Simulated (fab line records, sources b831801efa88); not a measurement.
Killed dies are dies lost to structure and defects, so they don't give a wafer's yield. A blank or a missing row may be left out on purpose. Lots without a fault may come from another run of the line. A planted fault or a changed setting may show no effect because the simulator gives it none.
fab line records | flow sky130
record lots=5 wafers=15 last_day=50
route steps=708 shown POLY_GATE@229 LDD_N@237 LDD_P@255 LDD_HVN@267 PAD_OPEN@708
lots that met no fault: from a run of the same line without faults
start_h: hours from the record's first day to the start of the lot's first wafer shown | wait_h: hours since the lot's step before | " the same as in the row above | L1.1+2: a row that stands for several wafers | - no value, or no start given | * or withheld: withheld | < > ~ a bound
route shown NAME@n: a module of which the file shows steps, and the number in the route of the first | usual: mean/standard deviation of fault-free wafers | same: alike in all rows | chamber/n: place in a boat | sites: the reading at each site | _std_site: their standard deviation | _edge_site: outer sites' mean less inner sites' | radius_mm: how far each site lies from the wafer's centre | mask NAME#n: copy n | behind: the tool/chamber that last shaped the wafer | hold: why the lot was held/for how many hours/how that ended | device: the transistor (n, p or np) that didn't switch | end of line: the same wafers' tests at the end of the route | a step without rows: its recipe alone | killed: dies lost to structure and defects at the first sort, not the wafer's yield | map: a wafer's dies, x killed, . not, _ none there
set.NAME: the setting as run; set.NAME@STEP: as run at that earlier step | model.NAME: the simulator's own value behind a step, which no gauge read
lots at some steps of the route; a table a step, a row a wafer
services: from which hour (start_h, from the record's first day; less than 0 if before it) a tool's chamber was out of use, for how many hours, and why
## steps
# step SKY_POLY_GATE_ETCH_15
# recipe chemistry=N2/H2 target=BARC ion_energy_ev=194.4 source_w=500 bias_w=100 pressure_mtorr=30 n2_flow_sccm=100 h2_flow_sccm=200 stop_on=SiO2 time_s=118.5 target_depth_a=1100
# step SKY_POLY_GATE_ETCH_16
# recipe stop_on=poly-Si chemistry=CH3F/O2 target=Si3N4 source_w=400 bias_w=80 pressure_mtorr=25 ch3f_flow_sccm=40 O2_flow_sccm=30 time_s=147.5 target_depth_a=750
# usual bias_w=80.00/0.23 drypump_motor_current_A=5.5/0.36 oes_product_au=0.640/0.0051 rf_fwd_power_W=398.4/1.4 throttle_valve_pct=10.535/0.01
# columns lot.wafer tool chamber start_h wait_h bias_w drypump_motor_current_A oes_product_au rf_fwd_power_W rf_hours_counter_h throttle_valve_pct
L937.2 rie_diel-03 1 404.60 0.0 79.86 5.6 0.640 398.0 18 10.528
L937.4 " 3 " " 80.17 5.4 0.633 398.7 4 10.535
L937.6 " 0 " " 79.70 5.0 0.638 396.9 - 10.545
L941.1 rie_diel-01 0 446.03 0.0 80.00 5.7 0.640 399.6 6 10.515
L941.3 " 3 " " 80.11 5.6 0.644 398.3 6 10.535
L941.4 " 1 " " 79.85 4.9 0.640 396.4 97 10.539
L949.3 rie_diel-01 3 509.84 0.0 79.90 5.6 0.636 395.7 7 10.539
L949.4 " 2 " " 80.13 5.9 0.642 398.5 8 10.525
L949.6 " 2 " " 79.57 5.9 0.639 398.2 - 10.546
L950.1 rie_diel-02 1 515.10 0.0 80.37 5.7 0.641 398.6 7 10.557
L950.2 " 0 " " 80.20 6.0 0.638 399.5 17 10.543
L950.3 " 3 " " 80.15 5.0 0.629 400.0 21 10.530
L953.1 rie_diel-03 0 544.30 0.0 79.91 5.1 0.632 394.9 27 10.534
L953.5 " 0 " " 79.87 5.1 0.637 397.2 - 10.522
L953.6 " 1 " " 80.25 5.6 0.641 397.5 - 10.552
# step SKY_POLY_GATE_ETCH_17
# recipe target_depth_nm=180 stop_on=SiO2 over_etch_frac=0.56667 chemistry=HBr/Cl2 target=poly-Si icp_w=400 bias_w=100 pressure_mtorr=10 HBr_flow_sccm=150 Cl2_flow_sccm=50 time_s=70.5
# usual bias_w=100.02/0.29 drypump_motor_current_A=5.65/0.24 oes_product_au=0.981/0.0067 rf_fwd_power_W=397.3/1.3 throttle_valve_pct=33.685/0.0089
# columns lot.wafer tool chamber start_h wait_h bias_w drypump_motor_current_A oes_product_au rf_fwd_power_W rf_hours_counter_h throttle_valve_pct
L937.2 rie_si-02 1 404.70 0.0 100.20 6.38 0.984 399.0 2 33.684
L937.4 " 0 " " 99.60 5.53 0.985 394.5 24 33.699
L937.6 " 0 " " 99.75 5.53 1.005 395.0 - 33.699
L941.1 rie_si-01 0 446.13 0.0 100.10 5.37 0.979 397.9 3 33.675
L941.3 " 3 " " 99.90 5.77 0.979 396.7 10 33.697
L941.4 " 3 " " 100.06 5.77 0.996 395.7 - 33.679
L949.3 rie_si-02 1 509.94 0.0 99.97 6.38 0.981 399.1 2 33.696
L949.4 " 0 " " 100.57 5.53 0.990 398.3 24 33.676
L949.6 " 0 " " 100.27 5.51 0.987 396.2 - 33.692
L950.1 rie_si-01 0 515.20 0.0 99.83 5.40 0.978 398.2 3 33.689
L950.2 " 2 " " 99.90 5.65 0.971 395.9 4 33.678
L950.3 " 3 " " 99.60 5.77 0.984 397.6 11 33.696
L953.1 rie_si-01 1 544.40 0.0 100.24 5.75 0.986 396.0 0 33.673
L953.5 " 1 " " 100.10 5.75 0.988 397.3 - 33.681
L953.6 " 0 " " 100.11 5.43 0.979 396.2 - 33.683
# step SKY_POLY_GATE_STRIP_18
# recipe chemistry=O2/N2 power_w=1400 pressure_mtorr=1500 platen_temp_c=withheld o2_flow_sccm=3000 n2_flow_sccm=300 overash_fraction=0.5
# usual drypump_motor_current_A=5.4/0.46 oes_product_au=0.358/0.0047 strip_time_to_endpoint_s=3.10/0.031
# columns lot.wafer tool chamber start_h wait_h drypump_motor_current_A oes_product_au rf_hours_counter_h strip_time_to_endpoint_s
L937.2 plasma_asher-02 1 404.76 0.0 4.7 0.353 72 3.12
L937.4 " 1 " " 4.7 0.354 - 3.08
L937.6 " 0 " " 5.9 0.354 - 3.09
L941.1 plasma_asher-02 0 446.19 0.0 5.8 0.359 76 3.08
L941.3 " 1 " " 4.7 0.359 - 3.13
L941.4 " 0 " " 5.9 0.360 - 3.14
L949.3 plasma_asher-02 1 510.02 0.1 4.7 0.357 - 3.11
L949.4 " 0 " " 5.8 0.350 - 3.05
L949.6 " 1 " " 4.7 0.358 - 3.06
L950.1 plasma_asher-03 0 515.26 0.0 6.0 0.359 7 3.11
L950.2 " 1 " " 5.6 0.353 7 3.11
L950.3 " 0 " " 6.0 0.365 - 3.09
L953.1 plasma_asher-03 0 544.46 0.0 6.0 0.365 9 3.10
L953.5 " 1 " " 5.6 0.353 - 3.10
L953.6 " 0 " " 6.0 0.362 - 3.12
# step SKY_POLY_GATE_CLEAN_19
# recipe chemistry=SC1/SC2 mix=1:4:20 temp_c=70 time_s=150 dry=n2_spin
# step SKY_POLY_GATE_OXIDATION_20
# recipe temp_c=850 ambient=O2 stabilise_s=600 purge_s=300 target_thk_a=40 ox_time_s=899
# step SKY_POLY_GATE_THK_MEAS_21
# recipe reads=SiO2_of_POLY_GATE_OXIDATION_20
# usual POLY_GATE_OXIDATION_THK=3.99/0.074
# columns lot.wafer tool chamber start_h wait_h POLY_GATE_OXIDATION_THK[nm]
L937.2 film_metro-02 - 406.97 0.0 3.92
L937.4 " - " " 4.06
L937.6 " - " " 4.09
L941.1 film_metro-03 - 448.22 0.0 4.12
L941.3 " - " " 4.10
L941.4 " - " " 4.07
L949.3 film_metro-02 - 511.41 0.0 3.94
L949.4 " - " " 3.82
L949.6 " - " " 3.86
L950.1 film_metro-01 - 516.66 0.0 4.05
L950.2 " - " " 4.08
L950.3 " - " " 4.10
L953.1 film_metro-02 - 546.40 0.0 4.03
L953.5 " - " " 3.98
L953.6 " - " " 4.07
# step SKY_POLY_GATE_CD_MEAS_22
# usual cd_nm=150.1/1.8
# columns lot.wafer tool chamber start_h wait_h cd_nm
L937.2 cd_sem-01 - 407.05 0.1 150.8
L937.4 " - " " 152.4
L937.6 " - " " 149.5
L941.1 cd_sem-01 - 448.28 0.1 151.4
L941.3 " - " " 150.6
L941.4 " - " " 151.3
L949.3 cd_sem-01 - 511.51 0.1 152.6
L949.4 " - " " 154.9
L949.6 " - " " 152.4
L950.1 cd_sem-02 - 516.72 0.1 151.5
L950.2 " - " " 149.8
L950.3 " - " " 150.6
L953.1 cd_sem-02 - 546.53 0.1 150.5
L953.5 " - " " 150.5
L953.6 " - " " 153.6
# step SKY_LDD_N_DEHYDRATE_00
# recipe temp_c=200 time_s=60
# step SKY_LDD_N_HMDS_01
# recipe prime_time_s=60 prime_temp_c=120
# step SKY_LDD_N_COAT_02
# recipe resist=NOVOLAK spin_rpm=3000 resist_thk_nm=300
# step SKY_LDD_N_SOFTBAKE_03
# recipe temp_c=90 time_s=60 resist=NOVOLAK
# step SKY_LDD_N_EXPOSE_04
# recipe mask_id=NTM target_cd_nm=840 na=0.6 source_shape=conventional sigma_outer=0.6 dose_mj=110
# columns lot.wafer tool chamber start_h wait_h mask
L937.2+4+6 iline_stepper-02 0 421.69 - NTM#0
L941.1+3+4 iline_stepper-02 0 463.84 - PSDM#0
L949.3+4+6 iline_stepper-02 0 527.13 - NTM#0
L950.1+2+3 iline_stepper-01 0 532.02 - NTM#0
L953.1+5+6 iline_stepper-02 0 561.09 - NTM#0
# step SKY_LDD_N_PEB_05
# recipe temp_c=withheld time_s=* resist=NOVOLAK
# step SKY_LDD_N_DEVELOP_06
# recipe develop_time_s=60 dev_temp_c=23
# step SKY_LDD_N_OVL_MEAS_07
# usual LDD_N_OVL=-0.3/1.5
# columns lot.wafer tool chamber start_h wait_h LDD_N_OVL[nm]
L937.2 overlay-02 - 436.35 0.1 -0.6
L937.4 " - " " 0.8
L937.6 " - " " 1.0
L941.1 overlay-02 - 478.79 0.1 -
L941.3 " - " " -
L941.4 " - " " -
L949.3 overlay-01 - 542.03 0.1 -1.5
L949.4 " - " " -1.7
L949.6 " - " " -0.9
L950.1 overlay-01 - 546.59 0.1 -0.4
L950.2 " - " " -1.1
L950.3 " - " " 0.5
L953.1 overlay-02 - 575.65 0.1 0.8
L953.5 " - " " 0.1
L953.6 " - " " -1.0
# step SKY_LDD_N_IMPLANT_08
# recipe species=As energy_kev=20 dose_cm2=7.5e+13 tilt_deg=withheld rotation_deg=23
# step SKY_LDD_N_IMPLANT_09
# recipe species=As energy_kev=20 dose_cm2=7.5e+13 tilt_deg=withheld rotation_deg=113
# step SKY_LDD_N_IMPLANT_10
# recipe species=As energy_kev=20 dose_cm2=7.5e+13 tilt_deg=withheld rotation_deg=203
# step SKY_LDD_N_IMPLANT_11
# recipe species=As energy_kev=20 dose_cm2=7.5e+13 tilt_deg=withheld rotation_deg=293
# step SKY_LDD_N_IMPLANT_12
# recipe species=BF2 energy_kev=50 dose_cm2=5e+12 tilt_deg=30 rotation_deg=0
# step SKY_LDD_N_IMPLANT_13
# recipe species=BF2 energy_kev=50 dose_cm2=5e+12 tilt_deg=30 rotation_deg=90
# step SKY_LDD_N_IMPLANT_14
# recipe species=BF2 energy_kev=50 dose_cm2=5.121e+12 tilt_deg=30 rotation_deg=180
# step SKY_LDD_N_IMPLANT_15
# recipe species=BF2 energy_kev=50 dose_cm2=5e+12 tilt_deg=30 rotation_deg=270
# step SKY_LDD_N_STRIP_16
# recipe chemistry=O2/N2 power_w=1400 pressure_mtorr=1500 platen_temp_c=withheld o2_flow_sccm=3000 n2_flow_sccm=300 overash_fraction=0.5
# usual drypump_motor_current_A=5.4/0.34 oes_product_au=0.406/0.0042 strip_time_to_endpoint_s=4.309/0.016
# columns lot.wafer tool chamber start_h wait_h drypump_motor_current_A oes_product_au rf_hours_counter_h strip_time_to_endpoint_s
L937.2 plasma_asher-04 0 437.58 0.1 5.6 0.408 62 4.301
L937.4 " 0 " " 5.6 0.407 - 4.315
L937.6 " 1 " " 5.0 0.403 - 4.301
L941.1 plasma_asher-01 0 480.03 0.1 5.5 0.404 36 4.302
L941.3 " 0 " " 5.5 0.404 - 4.284
L941.4 " 1 " " 5.5 0.412 - 4.286
L949.3 plasma_asher-04 1 543.29 0.1 5.1 0.410 - 4.302
L949.4 " 0 " " 5.6 0.398 - 4.311
L949.6 " 1 " " 5.0 0.407 - 4.291
L950.1 plasma_asher-04 1 547.83 0.1 5.0 0.408 74 4.319
L950.2 " 0 " " 5.6 0.409 74 4.323
L950.3 " 0 " " 5.7 0.404 - 4.311
L953.1 plasma_asher-02 1 579.41 0.1 4.7 0.404 90 4.298
L953.5 " 1 " " 4.7 0.412 - 4.310
L953.6 " 0 " " 5.9 0.404 - 4.335
# step SKY_LDD_N_TW_MEAS_17
# usual LDD_N_TW=2589/14
# columns lot.wafer tool chamber start_h wait_h LDD_N_TW
L937.2 film_metro-01 - 437.69 0.1 2593
L937.4 " - " " 2576
L937.6 " - " " 2591
L941.1 film_metro-01 - 480.13 0.1 30
L941.3 " - " " 30
L941.4 " - " " 30
L949.3 film_metro-02 - 543.38 0.1 2572
L949.4 " - " " 2566
L949.6 " - " " 2565
L950.1 film_metro-04 - 547.93 0.1 2582
L950.2 " - " " 2594
L950.3 " - " " 2598
L953.1 film_metro-02 - 579.51 0.1 2573
L953.5 " - " " 2560
L953.6 " - " " 2560
# step SKY_LDD_P_DEHYDRATE_00
# recipe temp_c=200 time_s=60
# step SKY_LDD_P_HMDS_01
# recipe prime_time_s=60 prime_temp_c=120
# step SKY_LDD_P_COAT_02
# recipe resist=NOVOLAK spin_rpm=3000 resist_thk_nm=1140
# step SKY_LDD_P_SOFTBAKE_03
# recipe temp_c=90 time_s=60 resist=NOVOLAK
# step SKY_LDD_P_EXPOSE_04
# recipe mask_id=PSDM na=0.6 source_shape=conventional sigma_outer=0.6 polarization=unpolarized target_cd_nm=380 dose_mj=138
# step SKY_LDD_P_PEB_05
# recipe temp_c=withheld time_s=* resist=NOVOLAK
# step SKY_LDD_P_DEVELOP_06
# recipe resist=NOVOLAK developer=TMAH develop_time_s=60 dev_temp_c=23
# step SKY_LDD_P_CD_MEAS_07
# recipe target_cd_nm=380
# usual cd_nm=380.4/2.1
# columns lot.wafer tool chamber start_h wait_h cd_nm
L937.2 cd_sem-02 - 468.06 0.1 378.6
L937.4 " - " " 380.5
L937.6 " - " " 380.6
L941.1 cd_sem-01 - 510.89 0.1 381.8
L941.3 " - " " 380.9
L941.4 " - " " 379.3
L949.3 cd_sem-02 - 573.03 0.1 382.8
L949.4 " - " " 383.9
L949.6 " - " " 384.4
L950.1 cd_sem-02 - 577.02 0.1 378.9
L950.2 " - " " 381.2
L950.3 " - " " 379.6
L953.1 cd_sem-01 - 608.42 0.1 377.3
L953.5 " - " " 377.4
L953.6 " - " " 379.7
# step SKY_LDD_P_OVL_MEAS_08
# usual LDD_P_OVL=-1.8/1.4
# columns lot.wafer tool chamber start_h wait_h LDD_P_OVL[nm]
L937.2 overlay-02 - 468.17 0.1 -4.9
L937.4 " - " " -3.0
L937.6 " - " " -2.7
L941.1 overlay-01 - 511.01 0.1 -4.1
L941.3 " - " " -3.0
L941.4 " - " " -3.3
L949.3 overlay-01 - 573.13 0.1 -1.8
L949.4 " - " " -4.2
L949.6 " - " " 0.2
L950.1 overlay-01 - 577.14 0.1 -3.2
L950.2 " - " " -2.3
L950.3 " - " " -2.1
L953.1 overlay-01 - 608.54 0.1 -2.3
L953.5 " - " " 0.0
L953.6 " - " " -1.0
# step SKY_LDD_P_IMPLANT_09
# recipe species=BF2 energy_kev=25 dose_cm2=1e+13 tilt_deg=withheld
# step SKY_LDD_P_STRIP_10
# recipe chemistry=O2/N2 power_w=1400 pressure_mtorr=1500 platen_temp_c=withheld o2_flow_sccm=3000 n2_flow_sccm=300 overash_fraction=0.5
# usual drypump_motor_current_A=5.5/0.4 oes_product_au=0.715/0.0049 strip_time_to_endpoint_s=14.16/0.039
# columns lot.wafer tool chamber start_h wait_h drypump_motor_current_A oes_product_au rf_hours_counter_h strip_time_to_endpoint_s
L937.2 plasma_asher-02 0 468.35 0.1 5.8 0.719 78 14.16
L937.4 " 0 " " 5.9 0.711 - 14.18
L937.6 " 1 " " 4.7 0.710 - 14.15
L941.1 plasma_asher-03 0 511.20 0.1 6.0 0.700 6 14.20
L941.3 " 0 " " 6.0 0.724 - 14.22
L941.4 " 1 " " 5.6 0.717 - 14.23
L949.3 plasma_asher-03 0 573.33 0.1 6.0 0.718 - 14.13
L949.4 " 1 " " 5.6 0.711 - 14.15
L949.6 " 0 " " 6.0 0.718 - 14.16
L950.1 plasma_asher-01 0 577.32 0.1 5.5 0.705 45 14.15
L950.2 " 1 " " 5.5 0.708 45 14.23
L950.3 " 1 " " 5.5 0.722 - 14.17
L953.1 plasma_asher-03 1 608.72 0.1 5.5 0.715 16 14.20
L953.5 " 1 " " 5.6 0.720 - 14.20
L953.6 " 0 " " 6.0 0.717 - 14.17
# step SKY_LDD_P_TW_MEAS_11
# usual LDD_P_TW=635/5.1
# columns lot.wafer tool chamber start_h wait_h LDD_P_TW
L937.2 film_metro-02 - 468.46 0.1 632
L937.4 " - " " 630
L937.6 " - " " 631
L941.1 film_metro-03 - 511.30 0.1 2556
L941.3 " - " " 2543
L941.4 " - " " 2565
L949.3 film_metro-02 - 573.42 0.1 639
L949.4 " - " " 637
L949.6 " - " " 635
L950.1 film_metro-04 - 577.42 0.1 642
L950.2 " - " " 641
L950.3 " - " " 639
L953.1 film_metro-02 - 608.82 0.1 637
L953.5 " - " " 640
L953.6 " - " " 640
# step SKY_LDD_HVN_DEHYDRATE_00
# recipe temp_c=200 time_s=60
# step SKY_PAD_OPEN_PROBE_99
# usual killed_at_M0_to_M3=44/7.1 killed_at_M4_up=3.1/1.9 killed_at_contacts=25/5.8 killed_at_front_end=16/4.5 killed_at_other=0.3/0.52 killed_dies=88/9.1 killed_on_rim=17/4 killed_open=48/6.8 killed_short=39/5.8
# same gross_dies=492 killed_at_back_side=0
# columns lot.wafer tool chamber start_h wait_h killed_at_M0_to_M3 killed_at_M4_up killed_at_contacts killed_at_front_end killed_at_other killed_dies killed_on_rim killed_open killed_short
L937.2 prober-01 - 1101.26 0.1 41 1 17 21 1 81 14 45 36
L937.4 prober-01 - 1101.36 0.2 33 2 25 13 0 73 14 37 36
L937.6 prober-01 - 1101.46 0.2 36 2 20 17 0 75 11 43 32
L941.1 prober-02 - 1138.00 0.1 60 1 18 413 0 492 96 58 33
L941.3 prober-02 - 1138.10 0.2 42 8 23 419 0 492 96 47 45
L941.4 prober-02 - 1138.15 0.2 55 2 23 412 0 492 96 55 43
L950.1 prober-02 - 1171.31 0.1 45 4 25 13 0 87 11 47 40
L950.2 prober-02 - 1171.36 0.1 50 4 17 21 0 92 19 54 38
L950.3 prober-02 - 1171.41 0.2 65 1 22 16 0 104 21 55 48
# killed by level:class
L937.2 VIA1:geometric_particle:open=10 LI_CONTACT:geometric_particle:open=6 METAL2:geometric_particle:short=6 FIELD_ISO:geometric_particle:open=5 POLY_GATE:geometric_particle:open=5 VIA1:geometric_particle:short=5 VIA3:geometric_particle:open=5 POLY_GATE:geometric_particle:short=4
L937.4 CONTACT:geometric_particle:open=9 VIA1:geometric_particle:short=7 VIA3:geometric_particle:open=7 LI_CONTACT:geometric_particle:open=6 METAL1:geometric_particle:short=5 CONTACT:geometric_particle:short=4 FIELD_ISO:geometric_particle:open=3 POLY_GATE:geometric_particle:open=3
L937.6 LI_CONTACT:geometric_particle:open=11 VIA1:geometric_particle:open=7 METAL2:geometric_particle:short=7 FIELD_ISO:geometric_particle:open=5 VIA1:geometric_particle:short=5 VIA3:geometric_particle:open=5 VIA2:geometric_particle:open=4 VIA3:geometric_particle:short=4
L941.1 LDD_N:area_expose=401 VIA1:geometric_particle:open=23 CONTACT:geometric_particle:open=11 VIA2:geometric_particle:open=7 METAL2:geometric_particle:short=7 FIELD_ISO:geometric_particle:open=4 POLY_GATE:geometric_particle:short=4 METAL1:geometric_particle:short=4
L941.3 LDD_N:area_expose=400 VIA1:geometric_particle:open=8 CONTACT:geometric_particle:open=7 METAL4:geometric_particle:short=7 VIA2:geometric_particle:open=6 LI_CONTACT:geometric_particle:open=6 FIELD_ISO:geometric_particle:open=5 FIELD_ISO:geometric_particle:short=5
L941.4 LDD_N:area_expose=393 VIA1:geometric_particle:open=15 VIA3:geometric_particle:open=11 VIA1:geometric_particle:short=9 LI_CONTACT:geometric_particle:open=7 METAL2:geometric_particle:short=6 FIELD_ISO:geometric_particle:short=5 FIELD_ISO:geometric_particle:open=5
L950.1 VIA1:geometric_particle:open=11 CONTACT:geometric_particle:open=7 METAL2:geometric_particle:short=6 CONTACT:geometric_particle:short=6 LI_CONTACT:geometric_particle:open=5 VIA2:geometric_particle:open=5 LI_CONTACT:geometric_particle:short=4 METAL1:geometric_particle:short=4
L950.2 VIA1:geometric_particle:open=12 VIA2:geometric_particle:open=9 FIELD_ISO:geometric_particle:open=8 VIA1:geometric_particle:short=6 VIA3:geometric_particle:open=6 POLY_GATE:geometric_particle:short=5 METAL2:geometric_particle:short=5 CONTACT:geometric_particle:open=5
L950.3 VIA1:geometric_particle:open=16 METAL2:geometric_particle:short=11 CONTACT:geometric_particle:open=10 VIA1:geometric_particle:short=8 VIA2:geometric_particle:open=8 METAL3:geometric_particle:short=5 FIELD_ISO:geometric_particle:open=4 LOCAL_INTERCONNECT:geometric_particle:short=4
# map L941.1 (x killed, . not)
__________xxxxxxxxxx_________
________xxxxxxxxxxxxxx_______
______xxxxxxxxxxxxxxxxxx_____
_____xxxxxxxxxxxxxxxxxxxx____
____xxxxxxxxxxxxxxxxxxxxxx___
___xxxxxxxxxxxxxxxxxxxxxxxx__
__xxxxxxxxxxxxxxxxxxxxxxxxxx_
_xxxxxxxxxxxxxxxxxxxxxxxxxxxx
_xxxxxxxxxxxxxxxxxxxxxxxxxxxx
_xxxxxxxxxxxxxxxxxxxxxxxxxxxx
_xxxxxxxxxxxxxxxxxxxxxxxxxxxx
_xxxxxxxxxxxxxxxxxxxxxxxxxxxx
_xxxxxxxxxxxxxxxxxxxxxxxxxxxx
_xxxxxxxxxxxxxxxxxxxxxxxxxxxx
_xxxxxxxxxxxxxxxxxxxxxxxxxxxx
__xxxxxxxxxxxxxxxxxxxxxxxxxx_
___xxxxxxxxxxxxxxxxxxxxxxxx__
____xxxxxxxxxxxxxxxxxxxxxx___
_____xxxxxxxxxxxxxxxxxxxx____
______xxxxxxxxxxxxxxxxxx_____
________xxxxxxxxxxxxxx_______
__________xxxxxxxxxx_________
# map L953.5 (x killed, . not)
__________....x....._________
________.x........x..x_______
______.....x.....x......_____
_____x...xx............x.____
____...x...x..x.x.....x...___
___x......x.......x....x...__
__......x.x......xx......x.._
_x...............xx......x...
_.......xx...x........x....x.
_...x.............xxx.....xx.
_.....x..x..........x......x.
_.....x..............x...x...
_x.......x.xx..x..x.......x..
_x..x...x.x..xxx.x...........
_.......x..x.......x.x...x...
__.......x....x.......x....._
___...x.xxx................__
____........x.x...x.....x.___
_____....x.xx..x...xx....____
______..x....xx....x...._____
________.....x..xxx..x_______
__________........x._________
## services
# columns tool chamber start_h hours kind
rie_si-01 2 380.96 3.7 repair
rie_diel-01 - 396.19 1.0 repair
rie_diel-03 - 402.86 0.9 repair
rie_si-02 0 405.33 7.5 repair
plasma_asher-03 - 421.28 9.0 pm
iline_stepper-02 - 423.36 1.7 pm
rie_si-02 - 431.96 28.1 pm
rie_si-01 1 439.26 2.5 repair
plasma_asher-02 - 442.47 2.1 repair
plasma_asher-02 - 452.42 1.6 repair
iline_stepper-02 - 453.35 2.0 repair
iline_stepper-02 - 465.55 1.2 repair
plasma_asher-04 - 471.13 0.5 repair
rie_diel-01 2 472.39 10.8 repair
plasma_asher-03 - 473.48 14.6 pm
rie_diel-01 0 484.43 6.8 repair
rie_diel-01 3 487.15 14.9 repair
plasma_asher-01 - 487.77 3.3 repair
plasma_asher-03 - 488.21 2.8 repair
iline_stepper-02 - 542.98 2.1 pm
iline_stepper-02 - 551.43 8.9 pm
rie_si-01 1 556.12 6.2 repair
rie_si-01 3 577.39 1.9 repair
plasma_asher-04 - 597.72 28.1 pm
## key
first_sign step=SKY_LDD_N_EXPOSE_04 reading=mask direction=changed
effect step=SKY_LDD_N_OVL_MEAS_07 reading=LDD_N_OVL direction=missing
effect step=SKY_LDD_N_TW_MEAS_17 reading=LDD_N_TW direction=down sigmas=99+ usual=2589 struck=30
effect step=SKY_LDD_P_TW_MEAS_11 reading=LDD_P_TW direction=up sigmas=99+ usual=635 struck=2555
effect step=SKY_PAD_OPEN_PROBE_99 reading=killed_at_front_end direction=up sigmas=89 usual=16 struck=415
more_kills_born_at SKY_LDD_N_EXPOSE_04@iline_stepper-02=1194
met_at SKY_LDD_N_EXPOSE_04
struck_wafers L941.1,L941.3,L941.4
tester_left_out L941
onset_between 421.69 463.84
fault kind=wrong_mask tool=any chamber=- onset_h=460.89 steps=SKY_LDD_N_EXPOSE_04 aux_copy=PSDM#0 scope=struck_lots_only
# tester_left_out: of these lots the tester's yield and bins aren't shown, on N5 and GAA mostly nor the transistor test; their killed dies are dies lost to structure and defects alone, not to doping, threshold or leakage, so they don't give the yield
